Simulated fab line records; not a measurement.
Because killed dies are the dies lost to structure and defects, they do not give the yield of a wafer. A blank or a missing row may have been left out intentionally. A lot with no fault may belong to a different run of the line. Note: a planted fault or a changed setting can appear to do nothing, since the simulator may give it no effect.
A lot that was struck, set against a sound lot ; flow gf180mcu ; 43 steps out of a route of 602
Sound: these wafers, L554.1, L554.4, L554.6. Struck: wafers L547.3, L547.5 (left out: L547.6, a lot-mate that was not struck); the cause follows at the end.
At each step with rows: each side's tool, then ch and its chambers, then its first start. Under that, the readings that differ: sound wafers ; struck wafers ; difference of the means ; sigmas: that difference in standard deviations of wafers without a fault.
alike: readings with means less than 2 such deviations apart, plus words and numbers identical on both sides. not compared: withheld readings, readings lacking a value on some wafer, bounds such as >300 that could conceal the same value, and numbers that have no deviation in the record and whose values overlap.
Wherever a step has rows on one side only, a row that says differs or no value, or a row with sigmas, the two part there. Numbers that don't overlap but have no deviation are shown without sigmas and don't part them. Lack of a reading on every wafer of one side parts them only where that side has two or more wafers.

GF_HV_LDD_ETCHBACK_58: etches Si3N4 in CH3F/O2, stops on SiO2, time 100 s, target depth 90 nm.
  sound on rieDiel-02 ch 0,3, day 18 03:32; struck on rieDiel-03 ch 0,3, day 15 20:37
  alike: O2_flow_sccm, drypumpMotorCurrentA, oesProductAu, throttleValvePct
  not compared: rfHoursCounterH
then, 7 steps without rows for these wafers: GF_NSD_DEHYDRATE_00 (time 60 s); GF_NSD_HMDS_01 (prime time 60 s); GF_NSD_COAT_02 (resist thk 1000 nm); GF_NSD_SOFTBAKE_03 (time 60 s); GF_NSD_EXPOSE_04 (exposes mask Nplus, target cd 400 nm); GF_NSD_PEB_05; GF_NSD_DEVELOP_06 (develop time 60 s).
GF_NSD_CD_MEAS_07 targets a cd of 400 nm.
  sound: cdSem-02 at day 19 02:44; struck: cdSem-01 at day 16 18:11
  alike: cdNm
GF_NSD_OVL_MEAS_08:
  sound: overlay-01 at day 19 02:52; struck: overlay-01 at day 16 18:16
  alike: NSD_OVL
then, 2 steps without rows for these wafers: GF_NSD_IMPLANT_09; GF_NSD_IMPLANT_10.
GF_NSD_STRIP_11: strips in O2/N2.
  sound on plasmaAsher-02 ch 0,1, day 19 03:11; struck on plasmaAsher-04 ch 0, day 16 18:38
reading;sound;struck;difference;sigmas
drypumpMotorCurrentA (A);6.7 6.8 6.2;5.5 5.5;-1.1;-2
  alike: heaterPowerW, oesProductAu, stripTimeToEndpointS
  not compared: rfHoursCounterH
GF_NSD_TW_MEAS_12:
  sound: filmMetro-03 at day 19 03:17; struck: filmMetro-03 at day 16 18:43
  alike: NSD_TW
then, 7 steps without rows for these wafers: GF_PSD_DEHYDRATE_00 (time 60 s); GF_PSD_HMDS_01 (prime time 60 s); GF_PSD_COAT_02 (resist thk 1000 nm); GF_PSD_SOFTBAKE_03 (time 60 s); GF_PSD_EXPOSE_04 (exposes mask Pplus, target cd 400 nm); GF_PSD_PEB_05; GF_PSD_DEVELOP_06 (develop time 60 s).
GF_PSD_CD_MEAS_07 targets a cd of 400 nm.
  sound: cdSem-01 at day 20 03:05; struck: cdSem-02 at day 17 16:38
  alike: cdNm
GF_PSD_OVL_MEAS_08:
  sound: overlay-01 at day 20 03:13; struck: overlay-02 at day 17 16:43
  alike: PSD_OVL
next, for these wafers, 1 step has no rows: GF_PSD_IMPLANT_09.
GF_PSD_STRIP_10: strips in O2/N2.
  sound on plasmaAsher-01 ch 0,1, day 20 03:23; struck on plasmaAsher-04 ch 0, day 17 16:56
  alike: drypumpMotorCurrentA, heaterPowerW, oesProductAu, stripTimeToEndpointS
  not compared: rfHoursCounterH
GF_PSD_TW_MEAS_11:
  sound: filmMetro-03 at day 20 03:29; struck: filmMetro-01 at day 17 17:01
reading;sound;struck;difference;sigmas
PSD_TW;3176 3175 3173;3218 3247;+58;+2
then, 1 step without rows for these wafers: GF_PSD_CLEAN_12 (cleans in SC1/SC2, time 150 s).
GF_PSD_RTA_13: time 20 s.
  sound on rtpAnneal-02 ch 0, day 20 03:36; struck on rtpAnneal-02 ch 0, day 17 17:10
  alike: lampPowerPct, wafer_temp_C_max
GF_PSD_RS_MEAS_14: the measuring method here is four-point-probe.
  sound: filmMetro-01 at day 20 03:41; struck: filmMetro-02 at day 17 17:19
reading;sound;struck;difference;sigmas
NSD_RS (ohm/sq);46.27 46.13 46.13;46.00 45.99;-0.18;-2
GF_PSD_RS_MEAS_15: the measuring method here is four-point-probe.
  sound: filmMetro-01 at day 20 03:48; struck: filmMetro-02 at day 17 17:26
  alike: PSD_RS
GF_SAB_CVD_00: deposits SiO2 from TEOS, target thk 50 nm, time 4.9302 s.
  sound on pecvd-02 ch 1,2, day 20 03:55; struck on pecvd-01 ch 2, day 17 17:31
  alike: heaterPowerW
GF_SAB_THK_MEAS_01:
  sound: filmMetro-04 at day 20 03:57; struck: filmMetro-03 at day 17 17:33
  alike: SAB_CVD_00_THK
then, 7 steps without rows for these wafers: GF_SAB_DEHYDRATE_02 (time 60 s); GF_SAB_HMDS_03 (prime time 60 s); GF_SAB_COAT_04 (resist thk 1000 nm); GF_SAB_SOFTBAKE_05 (time 60 s); GF_SAB_EXPOSE_06 (exposes mask SAB, target cd 420 nm); GF_SAB_PEB_07; GF_SAB_DEVELOP_08 (develop time 60 s).
GF_SAB_CD_MEAS_09 targets a cd of 420 nm.
  sound: cdSem-01 at day 21 03:56; struck: cdSem-01 at day 18 15:23
  alike: cdNm
GF_SAB_OVL_MEAS_10:
  sound: overlay-02 at day 21 04:04; struck: overlay-02 at day 18 15:28
  alike: SAB_OVL
GF_SAB_ETCH_11: etches SiO2 in C4F8/O2/Ar, target depth 55 nm, time 8.5 s.
  sound on rieDiel-02 ch 1,2, day 21 04:06; struck on rieDiel-02 ch 2,3, day 18 15:29
  alike: oesProductAu
  not compared: rfHoursCounterH
-- the record jumps here: 13 days lie between the struck wafers' starts before and after (it left off in module SAB and takes up again in module PASSIVATION, whose first step shown is number 602 of the route) --
GF_PASSIVATION_PROBE_99:
  only the struck wafers here have rows in the record (prober-02, day 31 21:07); the sound ones have none

WHERE THEY PART
At GF_NSD_STRIP_11 first; at GF_PASSIVATION_PROBE_99 last (within this record only).

WHY: the cause the simulator had injected
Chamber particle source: plasmaAsher-04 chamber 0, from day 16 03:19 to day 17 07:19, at GF_NSD_STRIP_11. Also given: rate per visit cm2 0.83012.
